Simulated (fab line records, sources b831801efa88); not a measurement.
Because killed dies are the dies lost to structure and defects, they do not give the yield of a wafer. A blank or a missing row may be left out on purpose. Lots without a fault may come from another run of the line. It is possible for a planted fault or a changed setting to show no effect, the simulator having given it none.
Lot-split experiment -- flow sky130 -- 5 lots, 23 wafers read, on a route of 708 steps

## THE SPLIT
At SKY_LI_CONTACT_CMP_02 (polishes PSG), the setting leaveAboveRefNm was moved away from the recipe's 597.2 nm on 9 of the 23 wafers read, by -5.7% to +2.3%. The other wafers ran this setting at the recipe's value.

## FROM THE SPLIT ON TO THE READING: in between, the file shows 1 step
- SKY_LI_CONTACT_ETCH_14: etches BARC in N2/H2, stops on SiO2, time 45.9 s, target depth 60 nm (also split here: biasW)

## THE READING
oesProductAu, in a.u., at SKY_LI_CONTACT_ETCH_15 (etches PSG in C4F8/O2/Ar, stops on Si, target depth 600 nm). Typical for fault-free wafers on this fab line: 0.837 a.u., with standard deviation 0.0043 a.u.

wafer,"tool, chamber at the split","leaveAboveRefNm as run, nm",against the recipe,"oesProductAu, a.u.",against lot-mates on the recipe
L079.1,"cmp-01, 2",597.2,recipe,0.834,-
L079.2,"cmp-01, 0",582.4,-2.5%,0.828,-0.011
L079.3,"cmp-01, 3",597.2,recipe,0.842,-
L079.4,"cmp-01, 1",582.4,-2.5%,0.825,-0.014
L079.6,"cmp-01, 1",597.2,recipe,0.842,-
L077.1,"cmp-02, 0",597.2,recipe,0.839,-
L077.2,"cmp-02, 1",610.7,+2.3%,0.851,+0.011
L077.3,"cmp-02, 3",597.2,recipe,0.841,-
L077.5,"cmp-02, 3",610.7,+2.3%,0.851,+0.011
L077.6,"cmp-02, 0",610.7,+2.3%,0.848,+0.008
L080.1,"cmp-01, 1",597.2,recipe,0.841,-
L080.2,"cmp-01, 3",569.2,-4.7%,0.813,-0.026
L080.4,"cmp-01, 0",597.2,recipe,0.844,-
L080.5,"cmp-01, 2",597.2,recipe,0.832,-
L080.6,"cmp-01, 1",569.2,-4.7%,0.810,-0.029
L084.1,"cmp-01, 3",563,-5.7%,0.808,-0.032
L084.3,"cmp-01, 2",563,-5.7%,0.812,-0.028
L084.4,"cmp-01, 0",597.2,recipe,0.836,-
L084.5,"cmp-01, 2",597.2,recipe,0.839,-
L084.6,"cmp-01, 1",597.2,recipe,0.845,-
L085.3,"cmp-02, 3",597.2,recipe,0.848,-
L085.4,"cmp-02, 1",597.2,recipe,0.840,-
L085.5,"cmp-02, 0",597.2,recipe,0.841,-

THE FIT
A straight line over all 23 wafers: oesProductAu changes by +0.00539 a.u. for each +1% of leaveAboveRefNm; r = +0.96; the points scatter about the line by 0.0037 a.u.
The same after taking each lot's own level away (the mean of its wafers on the recipe; 23 wafers): +0.00528 a.u. for each +1%; r = +0.97; scatter 0.0034 a.u.
On that fit, the largest move of leaveAboveRefNm shifts the reading by 0.03 a.u.
From 0.8390 to 0.8430 a.u.: that is the span of the lots' own levels, equal to 0.9 times the standard deviation above.
The two slopes are in agreement: the lot-to-lot level therefore moves the slope only a little.
Check: -0.0303 a.u. against its lot-mates is what the line predicts for one of the wafers moved furthest among these (-5.7%) when that wafer is left out of the fit. It came out at -0.032 a.u. against them.

## OTHER SPLITS ON THESE WAFERS
Before the reading, these wafers also passed through other splits. Each is held against what the fit with the lots' levels taken away leaves over:
other split on the same wafers,wafers away from the commonest value,r with oesProductAu (lot level and that fit taken away)
SKY_POLY_CUT_COAT_03 spinRpm,6,-0.14
SKY_SD_P_DEVELOP_06 developTimeS,8,+0.02
SKY_SD_N_COAT_02 resistThkNm,10,+0.06
SKY_SD_N_STRIP_11 powerW,5,-0.09
SKY_LI_CONTACT_ETCH_14 biasW,8,+0.01

## THE WHOLE CHAIN: every reading that the file lists as answering this split, in the file's order
step,what it does,reading,change (the file's fit),r (the file's)
SKY_LI_CONTACT_CMP_02,polishes PSG,"PSG_of_LI_CONTACT_HDPCVD_00.thkNm (the simulator's own value, which no gauge read)",+5.91 nm for each +1% of the setting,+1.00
SKY_LI_CONTACT_ETCH_15,"etches PSG in C4F8/O2/Ar, stops on Si, target depth 600 nm",oesProductAu,+0.00532 a.u. for each +1% of the setting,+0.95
SKY_LI_CONTACT_ETCH_15,"etches PSG in C4F8/O2/Ar, stops on Si, target depth 600 nm","LI_CONTACT.featureDepthNm (the simulator's own value, which no gauge read)",+5.91 nm for each +1% of the setting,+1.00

## THE FILE'S OWN FIT
oesProductAu changes by +0.00532 a.u. for each +1% of leaveAboveRefNm, r = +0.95.
